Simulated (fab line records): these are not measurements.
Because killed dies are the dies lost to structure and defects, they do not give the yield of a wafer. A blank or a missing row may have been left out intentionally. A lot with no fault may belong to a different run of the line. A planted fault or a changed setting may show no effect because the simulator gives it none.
What tool caused it? || flow sky130 || Sampling: 7 lots, 21 wafers, 2 of 708 route steps

WHAT THE GAUGES READ, wafer by wafer
SKY_FIELD_ISO_CD_MEAS_13 targets a cd of 150 nm.
{"lot": "L708", "measured": "day 2 10:01", "on": "cd-sem-01", "cd-nm (nm)": "148.8 148.7 147.5"}
{"lot": "L710", "measured": "day 2 22:06", "on": "cd-sem-01", "cd-nm (nm)": "150.5 148.6 147.8"}
{"lot": "L714", "measured": "day 3 18:37", "on": "cd-sem-01", "cd-nm (nm)": "151.3 148.7 150.3"}
{"lot": "L718", "measured": "day 4 12:58", "on": "cd-sem-01", "cd-nm (nm)": "96.9 96.6 98.4"}
{"lot": "L722", "measured": "day 5 10:32", "on": "cd-sem-02", "cd-nm (nm)": "153.0 152.3 153.1"}
{"lot": "L727", "measured": "day 6 14:03", "on": "cd-sem-01", "cd-nm (nm)": "148.9 151.8 150.3"}
{"lot": "L729", "measured": "day 7 00:14", "on": "cd-sem-01", "cd-nm (nm)": "151.6 151.3 150.0"}

WHAT TOOL EACH LOT RAN ON (gives the tool, then ch and the chambers of the sampled wafers, and finally the start)
{"lot": "L708", "SKY_FIELD_ISO_EXPOSE_10": "krf-scanner-01 ch 0, day 2 03:12"}
{"lot": "L710", "SKY_FIELD_ISO_EXPOSE_10": "krf-scanner-01 ch 0, day 2 14:29"}
{"lot": "L714", "SKY_FIELD_ISO_EXPOSE_10": "krf-scanner-01 ch 0, day 3 10:55"}
{"lot": "L718", "SKY_FIELD_ISO_EXPOSE_10": "krf-scanner-02 ch 0, day 4 05:20"}
{"lot": "L722", "SKY_FIELD_ISO_EXPOSE_10": "krf-scanner-01 ch 0, day 5 02:17"}
{"lot": "L727", "SKY_FIELD_ISO_EXPOSE_10": "krf-scanner-01 ch 0, day 6 04:22"}
{"lot": "L729", "SKY_FIELD_ISO_EXPOSE_10": "krf-scanner-01 ch 0, day 6 15:11"}
- SKY_FIELD_ISO_EXPOSE_10: exposes mask FOM, target cd 150 nm.

THE ANSWER, worked out from the rows above alone
Rule: the usual values come from the lots themselves. The widest of any qualifying gaps counts: lots, ordered by their means at a reading, are off when they make up no more than a third of the lots, leave a main group of 4 or more, and stand apart from it by 3 or more times the standard deviation of that group's means. The tables above print the reading to a certain number of digits; a main group whose means all agree to those digits is not used. Also off: a lot with no number at a reading for which 4 or more lots have one. Any other lot the step has rows for is counted as sound.
Off, at SKY_FIELD_ISO_CD_MEAS_13 on cd-nm: L718. Mean 150.2 nm and standard deviation 1.4 in the main group.
If a tool, at a process step before that reading, ran all the lots that are off and no sound lot after the first of them, it fits. Gauges at SKY_FIELD_ISO_CD_MEAS_13: tried the same way as those tools. One fits: SKY_FIELD_ISO_EXPOSE_10 on krf-scanner-02. It ran no sound lot before its first lot that is off in this sample, so the start can't be narrowed down.

WHAT THE SIMULATOR HAD PUT IN
Process parameter drift: krf-scanner-02, from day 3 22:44 on, at SKY_FIELD_ISO_EXPOSE_10. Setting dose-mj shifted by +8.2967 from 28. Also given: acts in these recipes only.
Lots struck among those shown: L718. This agrees with what the rule above found.
